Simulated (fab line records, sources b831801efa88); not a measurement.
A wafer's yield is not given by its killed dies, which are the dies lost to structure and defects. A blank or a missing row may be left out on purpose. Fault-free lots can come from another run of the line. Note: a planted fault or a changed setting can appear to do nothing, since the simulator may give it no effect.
What tool caused it? || flow gf180mcu || Sampling: 13 lots, 39 wafers, 6 of 602 route steps

== WHAT THE GAUGES READ, wafer by wafer ==
GF_MVPSD_TW_MEAS_11.
{"lot": "L647", "measured": "day 5 08:44", "on": "film metro-01", "MVPSD_TW": "553.0 551.1 556.2"}
{"lot": "L649", "measured": "day 5 18:32", "on": "film metro-01", "MVPSD_TW": "552.6 551.0 550.0"}
{"lot": "L650", "measured": "day 6 04:06", "on": "film metro-01", "MVPSD_TW": "556.4 555.0 557.6"}
{"lot": "L651", "measured": "day 6 06:02", "on": "film metro-02", "MVPSD_TW": "550.4 553.8 552.4"}
{"lot": "L655", "measured": "day 7 05:21", "on": "film metro-01", "MVPSD_TW": "554.0 551.3 552.3"}
{"lot": "L656", "measured": "day 7 13:18", "on": "film metro-01", "MVPSD_TW": "551.6 551.7 548.9"}
{"lot": "L659", "measured": "day 8 07:02", "on": "film metro-01", "MVPSD_TW": "554.1 551.9 554.2"}
{"lot": "L662", "measured": "day 9 01:13", "on": "film metro-01", "MVPSD_TW": "552.1 553.4 551.2"}
{"lot": "L665", "measured": "day 9 17:41", "on": "film metro-03", "MVPSD_TW": "556.1 556.5 556.8"}
{"lot": "L666", "measured": "day 10 02:49", "on": "film metro-02", "MVPSD_TW": "551.6 554.9 549.7"}
{"lot": "L667", "measured": "day 10 04:21", "on": "film metro-01", "MVPSD_TW": "551.3 553.6 552.8"}
{"lot": "L668", "measured": "day 10 11:09", "on": "film metro-03", "MVPSD_TW": "555.1 554.9 556.1"}
{"lot": "L669", "measured": "day 10 17:28", "on": "film metro-03", "MVPSD_TW": "557.1 554.3 552.3"}

GF_VT_IMPLANT_TW_MEAS_21.
{"lot": "L647", "measured": "day 6 13:55", "on": "film metro-04", "VT_IMPLANT_2_TW": "1213 1216 1218"}
{"lot": "L649", "measured": "day 6 23:56", "on": "film metro-01", "VT_IMPLANT_2_TW": "1228 1215 1224"}
{"lot": "L650", "measured": "day 7 11:20", "on": "film metro-02", "VT_IMPLANT_2_TW": "1213 1199 1212"}
{"lot": "L651", "measured": "day 7 13:08", "on": "film metro-02", "VT_IMPLANT_2_TW": "1211 1209 1204"}
{"lot": "L655", "measured": "day 8 14:02", "on": "film metro-02", "VT_IMPLANT_2_TW": "1205 1208 1212"}
{"lot": "L656", "measured": "day 8 22:04", "on": "film metro-01", "VT_IMPLANT_2_TW": "1213 1211 1215"}
{"lot": "L659", "measured": "day 9 17:16", "on": "film metro-04", "VT_IMPLANT_2_TW": "1212 1214 1208"}
{"lot": "L662", "measured": "day 10 12:15", "on": "film metro-04", "VT_IMPLANT_2_TW": "1219 1216 1218"}
{"lot": "L665", "measured": "day 11 04:53", "on": "film metro-01", "VT_IMPLANT_2_TW": "1214 1219 1216"}
{"lot": "L666", "measured": "day 11 15:22", "on": "film metro-01", "VT_IMPLANT_2_TW": "1220 1211 1218"}
{"lot": "L667", "measured": "day 11 16:52", "on": "film metro-04", "VT_IMPLANT_2_TW": "1225 1219 1213"}
{"lot": "L668", "measured": "day 12 00:16", "on": "film metro-01", "VT_IMPLANT_2_TW": "1207 1212 1210"}
{"lot": "L669", "measured": "day 12 06:07", "on": "film metro-02", "VT_IMPLANT_2_TW": "1208 1204 1209"}

GF_VT_IMPLANT_OVL_MEAS_40.
{"lot": "L647", "measured": "day 7 21:25", "on": "overlay-01", "VT_IMPLANT_03_OVL (nm)": "0.6 1.6 2.1"}
{"lot": "L649", "measured": "day 8 06:52", "on": "overlay-01", "VT_IMPLANT_03_OVL (nm)": "0.7 0.8 2.4"}
{"lot": "L650", "measured": "day 8 19:34", "on": "overlay-01", "VT_IMPLANT_03_OVL (nm)": "-1.1 -1.0 -0.1"}
{"lot": "L651", "measured": "day 8 21:29", "on": "overlay-02", "VT_IMPLANT_03_OVL (nm)": "-1.2 -2.1 -0.7"}
{"lot": "L655", "measured": "day 10 00:41", "on": "overlay-02", "VT_IMPLANT_03_OVL (nm)": "-0.4 -0.7 0.3"}
{"lot": "L656", "measured": "day 10 09:08", "on": "overlay-02", "VT_IMPLANT_03_OVL (nm)": "-0.3 0.9 -0.6"}
{"lot": "L659", "measured": "day 11 04:01", "on": "overlay-02", "VT_IMPLANT_03_OVL (nm)": "-2.1 1.5 0.3"}
{"lot": "L662", "measured": "day 12 00:38", "on": "overlay-02", "VT_IMPLANT_03_OVL (nm)": "2.2 1.4 -1.3"}
{"lot": "L665", "measured": "day 12 19:31", "on": "overlay-01", "VT_IMPLANT_03_OVL (nm)": "0.5 -0.2 -1.3"}
{"lot": "L666", "measured": "day 13 06:49", "on": "overlay-02", "VT_IMPLANT_03_OVL (nm)": "0.8 -0.1 2.6"}
{"lot": "L667", "measured": "day 13 07:29", "on": "overlay-02", "VT_IMPLANT_03_OVL (nm)": "2.8 3.6 1.6"}
{"lot": "L668", "measured": "day 13 16:08", "on": "overlay-02", "VT_IMPLANT_03_OVL (nm)": "0.6 -0.3 -0.1"}
{"lot": "L669", "measured": "day 13 21:11", "on": "overlay-01", "VT_IMPLANT_03_OVL (nm)": "2.8 3.0 1.8"}

GF_NSD_CD_MEAS_07 targets a cd of 400 nm.
{"lot": "L647", "measured": "day 13 16:50", "on": "cd sem-01", "cd nm (nm)": "399.7 399.3 401.3"}
{"lot": "L649", "measured": "day 14 04:36", "on": "cd sem-01", "cd nm (nm)": "397.3 395.4 395.7"}
{"lot": "L650", "measured": "day 14 17:43", "on": "cd sem-02", "cd nm (nm)": "398.5 401.5 399.1"}
{"lot": "L651", "measured": "day 14 23:56", "on": "cd sem-02", "cd nm (nm)": "397.1 396.8 396.5"}
{"lot": "L655", "measured": "day 16 09:55", "on": "cd sem-02", "cd nm (nm)": "397.4 397.8 396.7"}
{"lot": "L656", "measured": "day 16 18:11", "on": "cd sem-01", "cd nm (nm)": "402.1 401.0 401.0"}
{"lot": "L659", "measured": "day 17 20:10", "on": "cd sem-01", "cd nm (nm)": "398.3 397.4 396.1"}
{"lot": "L662", "measured": "day 18 21:35", "on": "cd sem-01", "cd nm (nm)": "- - -"}
{"lot": "L665", "measured": "day 19 19:40", "on": "cd sem-01", "cd nm (nm)": "403.1 404.2 404.6"}
{"lot": "L666", "measured": "day 20 06:47", "on": "cd sem-02", "cd nm (nm)": "395.0 396.7 395.4"}
{"lot": "L667", "measured": "day 20 11:40", "on": "cd sem-01", "cd nm (nm)": "402.3 400.5 401.7"}
{"lot": "L668", "measured": "day 20 20:50", "on": "cd sem-01", "cd nm (nm)": "405.0 404.6 402.5"}
{"lot": "L669", "measured": "day 21 01:35", "on": "cd sem-02", "cd nm (nm)": "401.9 402.8 400.9"}

GF_NSD_TW_MEAS_12.
{"lot": "L647", "measured": "day 13 17:23", "on": "film metro-01", "NSD_TW": "4221 4214 4213"}
{"lot": "L649", "measured": "day 14 05:10", "on": "film metro-01", "NSD_TW": "4223 4229 4234"}
{"lot": "L650", "measured": "day 14 18:16", "on": "film metro-04", "NSD_TW": "4236 4222 4217"}
{"lot": "L651", "measured": "day 15 00:29", "on": "film metro-01", "NSD_TW": "4219 4226 4222"}
{"lot": "L655", "measured": "day 16 10:27", "on": "film metro-01", "NSD_TW": "4220 4202 4210"}
{"lot": "L656", "measured": "day 16 18:46", "on": "film metro-04", "NSD_TW": "4238 4220 4226"}
{"lot": "L659", "measured": "day 17 20:43", "on": "film metro-01", "NSD_TW": "4194 4214 4174"}
{"lot": "L662", "measured": "day 18 22:08", "on": "film metro-01", "NSD_TW": "30 30 30"}
{"lot": "L665", "measured": "day 19 20:13", "on": "film metro-02", "NSD_TW": "4238 4236 4212"}
{"lot": "L666", "measured": "day 20 07:20", "on": "film metro-02", "NSD_TW": "4185 4209 4221"}
{"lot": "L667", "measured": "day 20 12:13", "on": "film metro-04", "NSD_TW": "4201 4217 4178"}
{"lot": "L668", "measured": "day 20 21:23", "on": "film metro-01", "NSD_TW": "4164 4177 4196"}
{"lot": "L669", "measured": "day 21 02:07", "on": "film metro-01", "NSD_TW": "4240 4211 4229"}

== EACH LOT AND THE TOOL THAT RAN IT (in order: tool; ch and the chambers of the sampled wafers; start) ==
{"lot": "L647", "GF_NSD_EXPOSE_04": "iline stepper-02 ch 0, day 13 07:25"}
{"lot": "L649", "GF_NSD_EXPOSE_04": "iline stepper-02 ch 0, day 13 17:57"}
{"lot": "L650", "GF_NSD_EXPOSE_04": "iline stepper-02 ch 0, day 14 07:33"}
{"lot": "L651", "GF_NSD_EXPOSE_04": "iline stepper-01 ch 0, day 14 13:10"}
{"lot": "L655", "GF_NSD_EXPOSE_04": "iline stepper-01 ch 0, day 15 22:46"}
{"lot": "L656", "GF_NSD_EXPOSE_04": "iline stepper-02 ch 0, day 16 07:52"}
{"lot": "L659", "GF_NSD_EXPOSE_04": "iline stepper-02 ch 0, day 17 09:07"}
{"lot": "L662", "GF_NSD_EXPOSE_04": "iline stepper-01 ch 0, day 18 10:17"}
{"lot": "L665", "GF_NSD_EXPOSE_04": "iline stepper-02 ch 0, day 19 07:37"}
{"lot": "L666", "GF_NSD_EXPOSE_04": "iline stepper-02 ch 0, day 19 19:04"}
{"lot": "L667", "GF_NSD_EXPOSE_04": "iline stepper-02 ch 0, day 19 23:46"}
{"lot": "L668", "GF_NSD_EXPOSE_04": "iline stepper-01 ch 0, day 20 08:46"}
{"lot": "L669", "GF_NSD_EXPOSE_04": "iline stepper-01 ch 0, day 20 14:29"}
- GF_NSD_EXPOSE_04: exposes mask Nplus, target cd 400 nm.

== WHAT THE TOOLS THEMSELVES READ (means of the sampled wafers that have a number; where no wafer has one, the mark that the record gives instead) ==
GF_NSD_EXPOSE_04.
{"lot": "L647", "tool": "iline stepper-02", "focus offset nm (nm)": -0.2}
{"lot": "L649", "tool": "iline stepper-02", "focus offset nm (nm)": 0.5}
{"lot": "L650", "tool": "iline stepper-02", "focus offset nm (nm)": -0.5}
{"lot": "L651", "tool": "iline stepper-01", "focus offset nm (nm)": -0.2}
{"lot": "L655", "tool": "iline stepper-01", "focus offset nm (nm)": -0.3}
{"lot": "L656", "tool": "iline stepper-02", "focus offset nm (nm)": -0.3}
{"lot": "L659", "tool": "iline stepper-02", "focus offset nm (nm)": -0.0}
{"lot": "L662", "tool": "iline stepper-01", "focus offset nm (nm)": 0.6}
{"lot": "L665", "tool": "iline stepper-02", "focus offset nm (nm)": 0.4}
{"lot": "L666", "tool": "iline stepper-02", "focus offset nm (nm)": 0.1}
{"lot": "L667", "tool": "iline stepper-02", "focus offset nm (nm)": -0.2}
{"lot": "L668", "tool": "iline stepper-01", "focus offset nm (nm)": -0.2}
{"lot": "L669", "tool": "iline stepper-01", "focus offset nm (nm)": 0.0}

== THE ANSWER, worked out from the rows above alone ==
Rule: usual is defined by the lots themselves. The widest of any qualifying gaps counts: lots, ordered by their means at a reading, are off when they make up no more than a third of the lots, leave a main group of 4 or more, and stand apart from it by 3 or more times the standard deviation of that group's means. The tables above print the reading to a certain number of digits; a main group whose means all agree to those digits is not used. A lot without any number at a reading at which 4 lots or more have one is off too. All remaining lots with rows at the step are treated as sound. The gauges are gone through in route order, then the tools' own readings, and for those a lot's mean is taken as printed above. At the first step where some lot is off, the reading lying furthest off is the one used; lots without a number count as furthest.
Off: L662, at GF_NSD_CD_MEAS_07 (cd nm). Without a number there: L662. Main group: mean 399.6 nm, sd 2.8.
If a tool, at a process step before that reading, ran all the lots that are off and no sound lot after the first of them, it fits. Not tried: the gauges at GF_NSD_CD_MEAS_07; whatever is off there is also off at GF_NSD_TW_MEAS_12, on other tools, and gauge error can't account for it. None of those tried fits.

== WHAT WAS PUT IN BY THE SIMULATOR ==
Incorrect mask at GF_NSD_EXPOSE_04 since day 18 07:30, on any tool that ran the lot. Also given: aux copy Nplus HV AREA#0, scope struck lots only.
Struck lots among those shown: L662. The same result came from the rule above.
